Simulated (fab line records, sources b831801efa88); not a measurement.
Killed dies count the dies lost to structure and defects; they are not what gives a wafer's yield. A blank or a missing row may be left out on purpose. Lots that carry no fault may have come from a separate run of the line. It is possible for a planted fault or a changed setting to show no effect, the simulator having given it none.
fab line records :: flow sky130
record:
  lots: 15
  wafers: 42
  last-day: 50
route steps=708 shown METAL1@451 VIA2@510 METAL3@535
lots that met no fault: from a run of the same line without faults
start-h: hours from the record's first day to the start of the lot's first wafer shown :: wait-h: hours since the lot's step before :: " unchanged from the row above :: L1.1+2: one row covering several wafers at once :: - no value present, or no start provided :: * or withheld: withheld :: < > ~ a bound
route shown NAME@n: names a module that has steps shown in the file, with the first one's number in the route :: usual: the fault-free wafers' mean and standard deviation :: same: alike in all rows :: chamber/n: place in a boat :: sites: the reading at each site :: _std_site: standard deviation across them :: _edge_site: outer sites' mean less inner sites' :: radius-mm: for every site, how far away it sits from the centre of the wafer :: mask NAME#n: copy n :: behind: the most recent tool/chamber to have shaped the wafer :: hold: reason for holding the lot/hours on hold/outcome of the hold :: device: names the non-switching transistor (n, p or np) :: end of line: the tests these same wafers got at the end of their route :: a step with no rows: only its recipe :: killed: count of dies lost to structure and defects at first sort (not the wafer's yield) :: map: shows each die of a wafer: x if killed, . if not, _ if none is there
set.NAME: the run value of the setting; set.NAME@STEP: its run value at that earlier step :: model.NAME: the simulator's own value behind a step, which no gauge read
one table for each step of the route and one row for each wafer, over a sample of lots
services: when a tool's chamber went out of use (start-h, in hours from the record's first day, below 0 if earlier), for how many hours, and the reason
== steps ==
step: SKY_METAL1_DESCUM_17
recipe:
  chemistry: O2
  source-power-w: 150
  bias-power-w: 0
  pressure-mtorr: 10
  temp-c: 40
  time-s: 8
usual:
  drypump-motor-current-A: 5.8/0.5
  oes-product-au: 1.004/0.0085
same:
  time-s: 8
lot.wafer: L535.1
tool: rie-metal-01
chamber: 0
start-h: 769.71
wait-h: 0.0
drypump-motor-current-A: 4.9
oes-product-au: 0.998
rf-hours-counter-h: 3

lot.wafer: L535.3
tool: rie-metal-01
chamber: 1
start-h: 769.71
wait-h: 0.0
drypump-motor-current-A: 5.7
oes-product-au: 1.013
rf-hours-counter-h: -

lot.wafer: L535.5
tool: rie-metal-01
chamber: 1
start-h: 769.71
wait-h: 0.0
drypump-motor-current-A: 5.7
oes-product-au: 1.010
rf-hours-counter-h: -

lot.wafer: L536.2
tool: rie-metal-04
chamber: 1
start-h: 777.80
wait-h: 0.0
drypump-motor-current-A: 5.9
oes-product-au: 0.989
rf-hours-counter-h: 0

lot.wafer: L536.4
tool: rie-metal-04
chamber: 0
start-h: 777.80
wait-h: 0.0
drypump-motor-current-A: 6.4
oes-product-au: 1.007
rf-hours-counter-h: -

lot.wafer: L536.6
tool: rie-metal-04
chamber: 0
start-h: 777.80
wait-h: 0.0
drypump-motor-current-A: 6.4
oes-product-au: 1.005
rf-hours-counter-h: -

lot.wafer: L539.4
tool: rie-metal-01
chamber: 0
start-h: 795.68
wait-h: 0.0
drypump-motor-current-A: 4.8
oes-product-au: 0.992
rf-hours-counter-h: -

lot.wafer: L539.5
tool: rie-metal-01
chamber: 1
start-h: 795.68
wait-h: 0.0
drypump-motor-current-A: 5.7
oes-product-au: 1.000
rf-hours-counter-h: -

lot.wafer: L539.6
tool: rie-metal-01
chamber: 0
start-h: 795.68
wait-h: 0.0
drypump-motor-current-A: 4.8
oes-product-au: 1.008
rf-hours-counter-h: -

lot.wafer: L538.1
tool: rie-metal-04
chamber: 0
start-h: 798.17
wait-h: 0.0
drypump-motor-current-A: 6.4
oes-product-au: 1.013
rf-hours-counter-h: 9

lot.wafer: L538.2
tool: rie-metal-04
chamber: 1
start-h: 798.17
wait-h: 0.0
drypump-motor-current-A: 6.0
oes-product-au: 1.000
rf-hours-counter-h: 1

lot.wafer: L538.5
tool: rie-metal-04
chamber: 1
start-h: 798.17
wait-h: 0.0
drypump-motor-current-A: 6.0
oes-product-au: 1.005
rf-hours-counter-h: -

lot.wafer: L541.1
tool: rie-metal-03
chamber: 1
start-h: 806.90
wait-h: 0.0
drypump-motor-current-A: 5.9
oes-product-au: 1.008
rf-hours-counter-h: 1

lot.wafer: L541.2
tool: rie-metal-03
chamber: 0
start-h: 806.90
wait-h: 0.0
drypump-motor-current-A: 5.5
oes-product-au: 1.021
rf-hours-counter-h: 7

lot.wafer: L541.3
tool: rie-metal-03
chamber: 0
start-h: 806.90
wait-h: 0.0
drypump-motor-current-A: 5.5
oes-product-au: 1.013
rf-hours-counter-h: -

lot.wafer: L540.1
tool: rie-metal-01
chamber: 0
start-h: 807.02
wait-h: 0.0
drypump-motor-current-A: 4.9
oes-product-au: 0.985
rf-hours-counter-h: 4

lot.wafer: L540.4
tool: rie-metal-01
chamber: 0
start-h: 807.02
wait-h: 0.0
drypump-motor-current-A: 4.9
oes-product-au: 0.988
rf-hours-counter-h: -

lot.wafer: L540.5
tool: rie-metal-01
chamber: 0
start-h: 807.02
wait-h: 0.0
drypump-motor-current-A: 4.8
oes-product-au: 0.983
rf-hours-counter-h: -

lot.wafer: L548.1
tool: rie-metal-01
chamber: 1
start-h: 872.71
wait-h: 0.0
drypump-motor-current-A: 5.7
oes-product-au: 1.007
rf-hours-counter-h: 8

lot.wafer: L548.3
tool: rie-metal-01
chamber: 1
start-h: 872.71
wait-h: 0.0
drypump-motor-current-A: 5.7
oes-product-au: 0.997
rf-hours-counter-h: -

lot.wafer: L548.5
tool: rie-metal-01
chamber: 0
start-h: 872.71
wait-h: 0.0
drypump-motor-current-A: 4.9
oes-product-au: 0.990
rf-hours-counter-h: -

lot.wafer: L549.2
tool: rie-metal-04
chamber: 0
start-h: 875.65
wait-h: 0.0
drypump-motor-current-A: 6.4
oes-product-au: 1.010
rf-hours-counter-h: 12

lot.wafer: L549.4
tool: rie-metal-04
chamber: 0
start-h: 875.65
wait-h: 0.0
drypump-motor-current-A: 6.4
oes-product-au: 1.011
rf-hours-counter-h: -

lot.wafer: L549.5
tool: rie-metal-04
chamber: 1
start-h: 875.65
wait-h: 0.0
drypump-motor-current-A: 6.0
oes-product-au: 1.007
rf-hours-counter-h: -

lot.wafer: L550.1
tool: rie-metal-04
chamber: 1
start-h: 879.76
wait-h: 0.0
drypump-motor-current-A: 6.0
oes-product-au: 1.002
rf-hours-counter-h: 4

lot.wafer: L550.2
tool: rie-metal-04
chamber: 0
start-h: 879.76
wait-h: 0.0
drypump-motor-current-A: 6.4
oes-product-au: 1.018
rf-hours-counter-h: 12

lot.wafer: L550.4
tool: rie-metal-04
chamber: 1
start-h: 879.76
wait-h: 0.0
drypump-motor-current-A: 6.0
oes-product-au: 1.008
rf-hours-counter-h: -

lot.wafer: L552.2
tool: rie-metal-04
chamber: 0
start-h: 894.12
wait-h: 0.0
drypump-motor-current-A: 6.5
oes-product-au: 1.011
rf-hours-counter-h: 12

lot.wafer: L552.3
tool: rie-metal-04
chamber: 1
start-h: 894.12
wait-h: 0.0
drypump-motor-current-A: 6.0
oes-product-au: 1.007
rf-hours-counter-h: -

lot.wafer: L552.6
tool: rie-metal-04
chamber: 0
start-h: 894.12
wait-h: 0.0
drypump-motor-current-A: 6.5
oes-product-au: 1.023
rf-hours-counter-h: -

lot.wafer: L554.1
tool: rie-metal-04
chamber: 0
start-h: 912.06
wait-h: 0.0
drypump-motor-current-A: 6.5
oes-product-au: 1.007
rf-hours-counter-h: 13

lot.wafer: L554.3
tool: rie-metal-04
chamber: 1
start-h: 912.06
wait-h: 0.0
drypump-motor-current-A: 6.0
oes-product-au: 1.009
rf-hours-counter-h: -

lot.wafer: L554.4
tool: rie-metal-04
chamber: 0
start-h: 912.06
wait-h: 0.0
drypump-motor-current-A: 6.4
oes-product-au: 1.015
rf-hours-counter-h: -

lot.wafer: L553.1
tool: rie-metal-03
chamber: 1
start-h: 912.07
wait-h: 0.0
drypump-motor-current-A: 5.9
oes-product-au: 1.012
rf-hours-counter-h: 4

lot.wafer: L553.4
tool: rie-metal-03
chamber: 1
start-h: 912.07
wait-h: 0.0
drypump-motor-current-A: 6.0
oes-product-au: 1.009
rf-hours-counter-h: -

lot.wafer: L553.5
tool: rie-metal-03
chamber: 0
start-h: 912.07
wait-h: 0.0
drypump-motor-current-A: 5.5
oes-product-au: 0.995
rf-hours-counter-h: -

lot.wafer: L555.2
tool: rie-metal-01
chamber: 0
start-h: 912.18
wait-h: 0.0
drypump-motor-current-A: 4.9
oes-product-au: 0.982
rf-hours-counter-h: 8

lot.wafer: L555.3
tool: rie-metal-01
chamber: 0
start-h: 912.18
wait-h: 0.0
drypump-motor-current-A: 4.9
oes-product-au: 0.994
rf-hours-counter-h: -

lot.wafer: L555.6
tool: rie-metal-01
chamber: 0
start-h: 912.18
wait-h: 0.0
drypump-motor-current-A: 4.9
oes-product-au: 0.983
rf-hours-counter-h: -

lot.wafer: L557.2
tool: rie-metal-03
chamber: 1
start-h: 924.76
wait-h: 0.0
drypump-motor-current-A: 5.9
oes-product-au: 1.005
rf-hours-counter-h: 5

lot.wafer: L557.3
tool: rie-metal-03
chamber: 1
start-h: 924.76
wait-h: 0.0
drypump-motor-current-A: 5.9
oes-product-au: 1.003
rf-hours-counter-h: -

lot.wafer: L557.5
tool: rie-metal-03
chamber: 0
start-h: 924.76
wait-h: 0.0
drypump-motor-current-A: 5.6
oes-product-au: 1.008
rf-hours-counter-h: -
step: SKY_VIA2_BOW_MEAS_03
recipe:
  mode: bow
usual:
  VIA2_BOW: 85/7.3
lot.wafer: L535.1
tool: film-metro-02
chamber: -
start-h: 826.79
wait-h: 0.2
VIA2_BOW[um]: 87

lot.wafer: L535.3
tool: film-metro-02
chamber: -
start-h: 826.79
wait-h: 0.2
VIA2_BOW[um]: 84

lot.wafer: L535.5
tool: film-metro-02
chamber: -
start-h: 826.79
wait-h: 0.2
VIA2_BOW[um]: 88

lot.wafer: L536.2
tool: film-metro-02
chamber: -
start-h: 836.01
wait-h: 0.2
VIA2_BOW[um]: 94

lot.wafer: L536.4
tool: film-metro-02
chamber: -
start-h: 836.01
wait-h: 0.2
VIA2_BOW[um]: 97

lot.wafer: L536.6
tool: film-metro-02
chamber: -
start-h: 836.01
wait-h: 0.2
VIA2_BOW[um]: 87

lot.wafer: L539.4
tool: film-metro-04
chamber: -
start-h: 853.03
wait-h: 0.2
VIA2_BOW[um]: 83

lot.wafer: L539.5
tool: film-metro-04
chamber: -
start-h: 853.03
wait-h: 0.2
VIA2_BOW[um]: 88

lot.wafer: L539.6
tool: film-metro-04
chamber: -
start-h: 853.03
wait-h: 0.2
VIA2_BOW[um]: 91

lot.wafer: L538.1
tool: film-metro-03
chamber: -
start-h: 854.70
wait-h: 0.1
VIA2_BOW[um]: 85

lot.wafer: L538.2
tool: film-metro-03
chamber: -
start-h: 854.70
wait-h: 0.1
VIA2_BOW[um]: 83

lot.wafer: L538.5
tool: film-metro-03
chamber: -
start-h: 854.70
wait-h: 0.1
VIA2_BOW[um]: 86

lot.wafer: L541.1
tool: film-metro-03
chamber: -
start-h: 862.52
wait-h: 0.1
VIA2_BOW[um]: 92

lot.wafer: L541.2
tool: film-metro-03
chamber: -
start-h: 862.52
wait-h: 0.1
VIA2_BOW[um]: 88

lot.wafer: L541.3
tool: film-metro-03
chamber: -
start-h: 862.52
wait-h: 0.1
VIA2_BOW[um]: 91

lot.wafer: L540.1
tool: film-metro-02
chamber: -
start-h: 863.11
wait-h: 0.2
VIA2_BOW[um]: 76

lot.wafer: L540.4
tool: film-metro-02
chamber: -
start-h: 863.11
wait-h: 0.2
VIA2_BOW[um]: 84

lot.wafer: L540.5
tool: film-metro-02
chamber: -
start-h: 863.11
wait-h: 0.2
VIA2_BOW[um]: 82

lot.wafer: L548.1
tool: film-metro-03
chamber: -
start-h: 926.42
wait-h: 0.2
VIA2_BOW[um]: 87

lot.wafer: L548.3
tool: film-metro-03
chamber: -
start-h: 926.42
wait-h: 0.2
VIA2_BOW[um]: 80

lot.wafer: L548.5
tool: film-metro-03
chamber: -
start-h: 926.42
wait-h: 0.2
VIA2_BOW[um]: 85

lot.wafer: L549.2
tool: film-metro-04
chamber: -
start-h: 928.79
wait-h: 0.3
VIA2_BOW[um]: 100

lot.wafer: L549.4
tool: film-metro-04
chamber: -
start-h: 928.79
wait-h: 0.3
VIA2_BOW[um]: 99

lot.wafer: L549.5
tool: film-metro-04
chamber: -
start-h: 928.79
wait-h: 0.3
VIA2_BOW[um]: 85

lot.wafer: L550.1
tool: film-metro-02
chamber: -
start-h: 935.16
wait-h: 0.1
VIA2_BOW[um]: 73

lot.wafer: L550.2
tool: film-metro-02
chamber: -
start-h: 935.16
wait-h: 0.1
VIA2_BOW[um]: 79

lot.wafer: L550.4
tool: film-metro-02
chamber: -
start-h: 935.16
wait-h: 0.1
VIA2_BOW[um]: 85

lot.wafer: L552.2
tool: film-metro-02
chamber: -
start-h: 949.39
wait-h: 0.3
VIA2_BOW[um]: 76

lot.wafer: L552.3
tool: film-metro-02
chamber: -
start-h: 949.39
wait-h: 0.3
VIA2_BOW[um]: 85

lot.wafer: L552.6
tool: film-metro-02
chamber: -
start-h: 949.39
wait-h: 0.3
VIA2_BOW[um]: 87

lot.wafer: L554.1
tool: film-metro-04
chamber: -
start-h: 965.24
wait-h: 0.2
VIA2_BOW[um]: 86

lot.wafer: L554.3
tool: film-metro-04
chamber: -
start-h: 965.24
wait-h: 0.2
VIA2_BOW[um]: 91

lot.wafer: L554.4
tool: film-metro-04
chamber: -
start-h: 965.24
wait-h: 0.2
VIA2_BOW[um]: 69

lot.wafer: L553.1
tool: film-metro-04
chamber: -
start-h: 965.96
wait-h: 0.2
VIA2_BOW[um]: 78

lot.wafer: L553.4
tool: film-metro-04
chamber: -
start-h: 965.96
wait-h: 0.2
VIA2_BOW[um]: 79

lot.wafer: L553.5
tool: film-metro-04
chamber: -
start-h: 965.96
wait-h: 0.2
VIA2_BOW[um]: 74

lot.wafer: L555.2
tool: film-metro-02
chamber: -
start-h: 967.77
wait-h: 0.2
VIA2_BOW[um]: 75

lot.wafer: L555.3
tool: film-metro-02
chamber: -
start-h: 967.77
wait-h: 0.2
VIA2_BOW[um]: 85

lot.wafer: L555.6
tool: film-metro-02
chamber: -
start-h: 967.77
wait-h: 0.2
VIA2_BOW[um]: 94

lot.wafer: L557.2
tool: film-metro-03
chamber: -
start-h: 978.18
wait-h: 0.2
VIA2_BOW[um]: 85

lot.wafer: L557.3
tool: film-metro-03
chamber: -
start-h: 978.18
wait-h: 0.2
VIA2_BOW[um]: 84

lot.wafer: L557.5
tool: film-metro-03
chamber: -
start-h: 978.18
wait-h: 0.2
VIA2_BOW[um]: 102
step: SKY_VIA2_CMP_24
recipe:
  stop-on: SiO2
  t-overpolish-s: 20
  down-force-psi: 3.5
  platen-rpm: 60
  target-thk-nm: 0
  pad-velocity-m-s: 0.94248
usual:
  motor-current-A: 10.8/1
  overpolish-run-s: 20.000/0.0098
  time-to-endpoint-s: 101/3.9
lot.wafer: L535.1
tool: cmp-01
chamber: 0
start-h: 853.52
wait-h: 0.1
motor-current-A: 11.3
overpolish-run-s: 20.000
time-to-endpoint-s: 103

lot.wafer: L535.3
tool: cmp-01
chamber: 2
start-h: 853.52
wait-h: 0.1
motor-current-A: 10.9
overpolish-run-s: 20.000
time-to-endpoint-s: 105

lot.wafer: L535.5
tool: cmp-01
chamber: 3
start-h: 853.52
wait-h: 0.1
motor-current-A: 11.2
overpolish-run-s: 19.994
time-to-endpoint-s: 105

lot.wafer: L536.2
tool: cmp-01
chamber: 1
start-h: 861.92
wait-h: 0.0
motor-current-A: 9.7
overpolish-run-s: 19.994
time-to-endpoint-s: 101

lot.wafer: L536.4
tool: cmp-01
chamber: 0
start-h: 861.92
wait-h: 0.0
motor-current-A: 11.3
overpolish-run-s: 19.999
time-to-endpoint-s: 102

lot.wafer: L536.6
tool: cmp-01
chamber: 2
start-h: 861.92
wait-h: 0.0
motor-current-A: 10.7
overpolish-run-s: 19.998
time-to-endpoint-s: 94

lot.wafer: L539.4
tool: cmp-01
chamber: 0
start-h: 880.82
wait-h: 0.1
motor-current-A: 11.8
overpolish-run-s: 19.998
time-to-endpoint-s: 100

lot.wafer: L539.5
tool: cmp-01
chamber: 2
start-h: 880.82
wait-h: 0.1
motor-current-A: 11.4
overpolish-run-s: 0.047
time-to-endpoint-s: 156

lot.wafer: L539.6
tool: cmp-01
chamber: 3
start-h: 880.82
wait-h: 0.1
motor-current-A: 11.0
overpolish-run-s: 0.039
time-to-endpoint-s: 157

lot.wafer: L538.1
tool: cmp-02
chamber: 0
start-h: 882.19
wait-h: 0.1
motor-current-A: 14.4
overpolish-run-s: 20.000
time-to-endpoint-s: 107

lot.wafer: L538.2
tool: cmp-02
chamber: 2
start-h: 882.19
wait-h: 0.1
motor-current-A: 10.9
overpolish-run-s: 20.023
time-to-endpoint-s: 102

lot.wafer: L538.5
tool: cmp-02
chamber: 0
start-h: 882.19
wait-h: 0.1
motor-current-A: 13.6
overpolish-run-s: 19.992
time-to-endpoint-s: 107

lot.wafer: L541.2
tool: cmp-01
chamber: 1
start-h: 890.20
wait-h: 0.2
motor-current-A: 10.0
overpolish-run-s: 20.002
time-to-endpoint-s: 95

lot.wafer: L541.3
tool: cmp-01
chamber: 2
start-h: 890.20
wait-h: 0.2
motor-current-A: 11.0
overpolish-run-s: 20.002
time-to-endpoint-s: 97

lot.wafer: L541.1
tool: cmp-01
chamber: 0
start-h: 890.20
wait-h: 0.2
motor-current-A: 11.6
overpolish-run-s: 0.043
time-to-endpoint-s: 155

lot.wafer: L540.4
tool: cmp-01
chamber: 0
start-h: 890.55
wait-h: 0.2
motor-current-A: 10.6
overpolish-run-s: 20.009
time-to-endpoint-s: 100

lot.wafer: L540.1
tool: cmp-01
chamber: 1
start-h: 890.55
wait-h: 0.2
motor-current-A: 9.8
overpolish-run-s: 0.048
time-to-endpoint-s: 158

lot.wafer: L540.5
tool: cmp-01
chamber: 3
start-h: 890.55
wait-h: 0.2
motor-current-A: 10.7
overpolish-run-s: 0.042
time-to-endpoint-s: 159

lot.wafer: L548.3
tool: cmp-01
chamber: 1
start-h: 951.97
wait-h: 0.0
motor-current-A: 10.4
overpolish-run-s: 20.005
time-to-endpoint-s: 102

lot.wafer: L548.1
tool: cmp-01
chamber: 2
start-h: 951.97
wait-h: 0.0
motor-current-A: 10.8
overpolish-run-s: 19.999
time-to-endpoint-s: 103

lot.wafer: L548.5
tool: cmp-01
chamber: 1
start-h: 951.97
wait-h: 0.0
motor-current-A: 9.7
overpolish-run-s: 20.015
time-to-endpoint-s: 101

lot.wafer: L549.2
tool: cmp-01
chamber: 1
start-h: 954.12
wait-h: 0.0
motor-current-A: 10.3
overpolish-run-s: 19.991
time-to-endpoint-s: 98

lot.wafer: L549.4
tool: cmp-01
chamber: 3
start-h: 954.12
wait-h: 0.0
motor-current-A: 10.7
overpolish-run-s: 20.022
time-to-endpoint-s: 100

lot.wafer: L549.5
tool: cmp-01
chamber: 2
start-h: 954.12
wait-h: 0.0
motor-current-A: 10.6
overpolish-run-s: 19.995
time-to-endpoint-s: 97

lot.wafer: L550.1
tool: cmp-02
chamber: 2
start-h: 960.28
wait-h: 0.1
motor-current-A: 11.9
overpolish-run-s: 19.986
time-to-endpoint-s: 103

lot.wafer: L550.2
tool: cmp-02
chamber: 3
start-h: 960.28
wait-h: 0.1
motor-current-A: 9.0
overpolish-run-s: 20.009
time-to-endpoint-s: 104

lot.wafer: L550.4
tool: cmp-02
chamber: 0
start-h: 960.28
wait-h: 0.1
motor-current-A: 13.6
overpolish-run-s: 19.996
time-to-endpoint-s: 114

lot.wafer: L552.2
tool: cmp-01
chamber: 3
start-h: 974.98
wait-h: 0.1
motor-current-A: 11.5
overpolish-run-s: 19.991
time-to-endpoint-s: 100

lot.wafer: L552.3
tool: cmp-01
chamber: 0
start-h: 974.98
wait-h: 0.1
motor-current-A: 11.4
overpolish-run-s: 20.004
time-to-endpoint-s: 101

lot.wafer: L552.6
tool: cmp-01
chamber: 2
start-h: 974.98
wait-h: 0.1
motor-current-A: 10.9
overpolish-run-s: 19.988
time-to-endpoint-s: 96

lot.wafer: L554.4
tool: cmp-01
chamber: 0
start-h: 990.93
wait-h: 0.0
motor-current-A: 11.4
overpolish-run-s: 19.998
time-to-endpoint-s: 102

lot.wafer: L554.1
tool: cmp-01
chamber: 1
start-h: 990.93
wait-h: 0.0
motor-current-A: 9.9
overpolish-run-s: 20.010
time-to-endpoint-s: 97

lot.wafer: L554.3
tool: cmp-01
chamber: 2
start-h: 990.93
wait-h: 0.0
motor-current-A: 11.4
overpolish-run-s: 20.011
time-to-endpoint-s: 97

lot.wafer: L553.1
tool: cmp-01
chamber: 3
start-h: 991.35
wait-h: 0.1
motor-current-A: 11.6
overpolish-run-s: 20.008
time-to-endpoint-s: 99

lot.wafer: L553.4
tool: cmp-01
chamber: 1
start-h: 991.35
wait-h: 0.1
motor-current-A: 10.0
overpolish-run-s: 20.014
time-to-endpoint-s: 95

lot.wafer: L553.5
tool: cmp-01
chamber: 3
start-h: 991.35
wait-h: 0.1
motor-current-A: 11.0
overpolish-run-s: 19.988
time-to-endpoint-s: 95

lot.wafer: L555.2
tool: cmp-02
chamber: 0
start-h: 993.16
wait-h: 0.0
motor-current-A: 14.1
overpolish-run-s: 20.015
time-to-endpoint-s: 111

lot.wafer: L555.3
tool: cmp-02
chamber: 3
start-h: 993.16
wait-h: 0.0
motor-current-A: 8.9
overpolish-run-s: 19.994
time-to-endpoint-s: 99

lot.wafer: L555.6
tool: cmp-02
chamber: 0
start-h: 993.16
wait-h: 0.0
motor-current-A: 13.9
overpolish-run-s: 19.985
time-to-endpoint-s: 113

lot.wafer: L557.2
tool: cmp-02
chamber: 3
start-h: 1002.90
wait-h: 0.1
motor-current-A: 9.5
overpolish-run-s: 19.993
time-to-endpoint-s: 103

lot.wafer: L557.3
tool: cmp-02
chamber: 0
start-h: 1002.90
wait-h: 0.1
motor-current-A: 13.8
overpolish-run-s: 19.996
time-to-endpoint-s: 112

lot.wafer: L557.5
tool: cmp-02
chamber: 2
start-h: 1002.90
wait-h: 0.1
motor-current-A: 11.4
overpolish-run-s: 20.011
time-to-endpoint-s: 102
step: SKY_METAL3_SPUTTER_03
recipe:
  material: Ti
  target-thk-nm: 5
  power-w: 3000
  time-s: 3.3
  chamber-pressure-pa: 0.4
usual:
  throttle-valve-pct: 29.9/0.79
same:
  time-s: 3.3
lot.wafer: L535.1
tool: pvd-sputter-01
chamber: -
start-h: 853.86
wait-h: 0.0
throttle-valve-pct: 29.9

lot.wafer: L535.3
tool: pvd-sputter-01
chamber: -
start-h: 853.86
wait-h: 0.0
throttle-valve-pct: 30.6

lot.wafer: L535.5
tool: pvd-sputter-01
chamber: -
start-h: 853.86
wait-h: 0.0
throttle-valve-pct: 29.8

lot.wafer: L536.2
tool: pvd-sputter-04
chamber: -
start-h: 862.31
wait-h: 0.0
throttle-valve-pct: 30.8

lot.wafer: L536.4
tool: pvd-sputter-04
chamber: -
start-h: 862.31
wait-h: 0.0
throttle-valve-pct: 29.0

lot.wafer: L536.6
tool: pvd-sputter-04
chamber: -
start-h: 862.31
wait-h: 0.0
throttle-valve-pct: 29.1

lot.wafer: L539.4
tool: pvd-sputter-02
chamber: -
start-h: 881.11
wait-h: 0.0
throttle-valve-pct: 29.7

lot.wafer: L538.1
tool: pvd-sputter-02
chamber: -
start-h: 882.53
wait-h: 0.0
throttle-valve-pct: 29.5

lot.wafer: L538.2
tool: pvd-sputter-02
chamber: -
start-h: 882.53
wait-h: 0.0
throttle-valve-pct: 29.1

lot.wafer: L538.5
tool: pvd-sputter-02
chamber: -
start-h: 882.53
wait-h: 0.0
throttle-valve-pct: 29.4

lot.wafer: L541.2
tool: pvd-sputter-02
chamber: -
start-h: 890.58
wait-h: 0.0
throttle-valve-pct: 29.0

lot.wafer: L541.3
tool: pvd-sputter-02
chamber: -
start-h: 890.58
wait-h: 0.0
throttle-valve-pct: 29.5

lot.wafer: L540.4
tool: pvd-sputter-02
chamber: -
start-h: 890.88
wait-h: 0.0
throttle-valve-pct: 29.0

lot.wafer: L548.1
tool: pvd-sputter-04
chamber: -
start-h: 952.36
wait-h: 0.0
throttle-valve-pct: 29.2

lot.wafer: L548.3
tool: pvd-sputter-04
chamber: -
start-h: 952.36
wait-h: 0.0
throttle-valve-pct: 30.6

lot.wafer: L548.5
tool: pvd-sputter-04
chamber: -
start-h: 952.36
wait-h: 0.0
throttle-valve-pct: 29.1

lot.wafer: L549.2
tool: pvd-sputter-04
chamber: -
start-h: 954.51
wait-h: 0.0
throttle-valve-pct: 30.3

lot.wafer: L549.4
tool: pvd-sputter-04
chamber: -
start-h: 954.51
wait-h: 0.0
throttle-valve-pct: 30.7

lot.wafer: L549.5
tool: pvd-sputter-04
chamber: -
start-h: 954.51
wait-h: 0.0
throttle-valve-pct: 30.9

lot.wafer: L550.1
tool: pvd-sputter-02
chamber: -
start-h: 960.66
wait-h: 0.0
throttle-valve-pct: 29.7

lot.wafer: L550.2
tool: pvd-sputter-02
chamber: -
start-h: 960.66
wait-h: 0.0
throttle-valve-pct: 29.2

lot.wafer: L550.4
tool: pvd-sputter-02
chamber: -
start-h: 960.66
wait-h: 0.0
throttle-valve-pct: 28.9

lot.wafer: L552.2
tool: pvd-sputter-04
chamber: -
start-h: 975.27
wait-h: 0.0
throttle-valve-pct: 30.5

lot.wafer: L552.3
tool: pvd-sputter-04
chamber: -
start-h: 975.27
wait-h: 0.0
throttle-valve-pct: 29.3

lot.wafer: L552.6
tool: pvd-sputter-04
chamber: -
start-h: 975.27
wait-h: 0.0
throttle-valve-pct: 31.0

lot.wafer: L554.1
tool: pvd-sputter-04
chamber: -
start-h: 991.32
wait-h: 0.0
throttle-valve-pct: 29.2

lot.wafer: L554.3
tool: pvd-sputter-04
chamber: -
start-h: 991.32
wait-h: 0.0
throttle-valve-pct: 31.3

lot.wafer: L554.4
tool: pvd-sputter-04
chamber: -
start-h: 991.32
wait-h: 0.0
throttle-valve-pct: 30.7

lot.wafer: L553.1
tool: pvd-sputter-02
chamber: -
start-h: 991.68
wait-h: 0.0
throttle-valve-pct: 29.4

lot.wafer: L553.4
tool: pvd-sputter-02
chamber: -
start-h: 991.68
wait-h: 0.0
throttle-valve-pct: 29.1

lot.wafer: L553.5
tool: pvd-sputter-02
chamber: -
start-h: 991.68
wait-h: 0.0
throttle-valve-pct: 29.8

lot.wafer: L555.2
tool: pvd-sputter-02
chamber: -
start-h: 993.55
wait-h: 0.0
throttle-valve-pct: 30.0

lot.wafer: L555.3
tool: pvd-sputter-02
chamber: -
start-h: 993.55
wait-h: 0.0
throttle-valve-pct: 29.5

lot.wafer: L555.6
tool: pvd-sputter-02
chamber: -
start-h: 993.55
wait-h: 0.0
throttle-valve-pct: 29.4

lot.wafer: L557.2
tool: pvd-sputter-04
chamber: -
start-h: 1003.18
wait-h: 0.0
throttle-valve-pct: 29.3

lot.wafer: L557.3
tool: pvd-sputter-04
chamber: -
start-h: 1003.18
wait-h: 0.0
throttle-valve-pct: 30.5

lot.wafer: L557.5
tool: pvd-sputter-04
chamber: -
start-h: 1003.18
wait-h: 0.0
throttle-valve-pct: 29.2
== services ==
tool: cmp-02
chamber: -
start-h: 748.47
hours: -
kind: consumable-replace:conditioner

tool: cmp-02
chamber: -
start-h: 748.47
hours: -
kind: consumable-replace:pad

tool: rie-metal-03
chamber: 1
start-h: 756.82
hours: -
kind: clean

tool: rie-metal-03
chamber: 1
start-h: 756.82
hours: 28.7
kind: scheduled-down

tool: rie-metal-03
chamber: 1
start-h: 756.82
hours: 28.7
kind: vent-cycle

tool: pvd-sputter-02
chamber: -
start-h: 763.99
hours: 2.8
kind: repair

tool: cmp-01
chamber: -
start-h: 772.75
hours: 6.6
kind: pm

tool: cmp-01
chamber: -
start-h: 785.66
hours: 0.7
kind: repair

tool: cmp-01
chamber: -
start-h: 820.77
hours: 0.5
kind: repair

tool: rie-metal-04
chamber: -
start-h: 828.11
hours: 2.8
kind: pm

tool: cmp-02
chamber: -
start-h: 838.25
hours: 2.7
kind: repair

tool: rie-metal-03
chamber: 1
start-h: 840.40
hours: 2.4
kind: repair

tool: pvd-sputter-01
chamber: -
start-h: 878.05
hours: 16.1
kind: repair

tool: cmp-02
chamber: -
start-h: 899.44
hours: 6.2
kind: repair

tool: cmp-02
chamber: -
start-h: 906.38
hours: 4.1
kind: repair

tool: cmp-01
chamber: -
start-h: 912.06
hours: 4.0
kind: pm

tool: rie-metal-01
chamber: -
start-h: 912.37
hours: 2.8
kind: pm

tool: cmp-01
chamber: -
start-h: 916.06
hours: -
kind: consumable-replace:conditioner

tool: cmp-01
chamber: -
start-h: 916.06
hours: -
kind: consumable-replace:pad

tool: rie-metal-01
chamber: -
start-h: 920.22
hours: 0.5
kind: repair

tool: cmp-02
chamber: -
start-h: 933.24
hours: 1.0
kind: repair

tool: rie-metal-03
chamber: 1
start-h: 948.72
hours: 16.2
kind: repair
== key ==
first-sign:
  step: SKY_VIA2_CMP_24
  reading: overpolish-run-s
  direction: down
  sigmas: 99+
  usual: 20.000
  struck: 0.044
effect:
  step: SKY_VIA2_CMP_24
  reading: time-to-endpoint-s
  direction: up
  sigmas: 14
  usual: *
  struck: *
met-at SKY_VIA2_CMP_24
struck-lots L539,L540,L541
struck-wafers L539.5,L539.6,L540.1,L540.5,L541.1
later-rows-left-out L539.5,L539.6,L540.1,L540.5,L541.1
sort-left-out L539.5,L539.6,L540.1,L540.5,L541.1
not-acting-at SKY_METAL1_DESCUM_17,SKY_VIA2_BOW_MEAS_03,SKY_METAL3_SPUTTER_03
onset-between 861.92 880.82
fault:
  kind: process-parameter-drift
  tool: cmp-01
  chamber: -
  onset-h: 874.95
  steps: SKY_VIA2_CMP_24
  channel: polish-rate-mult
  offset: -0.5
  shape: step
  end-h: 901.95
  scope: struck-wafers-only
sort-left-out: the simulated sort isn't trusted on such a fault, so these wafers' sort isn't shown, and their yield isn't known
later-rows-left-out: the simulator's readings of these wafers behind a module that went badly wrong aren't trusted and aren't shown, but for the sort
